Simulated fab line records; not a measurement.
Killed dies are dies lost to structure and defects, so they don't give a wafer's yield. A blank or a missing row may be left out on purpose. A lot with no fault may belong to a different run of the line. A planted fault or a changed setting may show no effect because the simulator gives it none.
Matching of chambers ; flow gf180mcu ; cmp-01 running GF_V1_CMP_04: 4 sister chambers
The step polishes SiO2. 4 wafers are shown with their chamber, then 7 later ones without.

## WAFERS WITH THEIR CHAMBER
wafer;chamber;motorCurrentA (A)
L084.2;0;11.3
L088.2;1;12.9
L088.4;3;13.6
L094.5;2;10.6

## WAFERS MISSING THEIR CHAMBER
wafer;motorCurrentA (A)
L094.6;13.6
L095.1;10.6
L095.4;13.8
L095.5;11.6
L097.1;12.3
L097.5;12.1
L097.6;11.6

## THE CHAMBER EACH PASSED THROUGH
wafer;from the rows above;in truth
L094.6;can't be placed: 3 or 1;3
L095.1;can't be placed: 2 or 0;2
L095.4;can't be placed: 3 or 1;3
L095.5;can't be placed: 0 or 2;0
L097.1;can't be placed: 1 or 0 or 3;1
L097.5;can't be placed: 0 or 1 or 2 or 3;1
L097.6;can't be placed: 0 or 2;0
Correctly placed: 0 of 7. From these rows, 7 cannot be placed; in 7 the true chamber is one of the candidates. Placed wrongly: 0.
How it was worked out, from the rows above alone: a wafer's distance from a chamber is the root of the sum, over the readings, of the square of ((its reading less the chamber's mean) divided by the reading's scatter). If the next closest chamber is less than 2 further off than the closest, the wafer can't be placed; otherwise it belongs to the closest. The mean given for a chamber averages the wafers shown for that chamber. The scatter: with one shown wafer a chamber, the root of the mean of the squares of how far each hidden wafer lies from its nearest shown one.
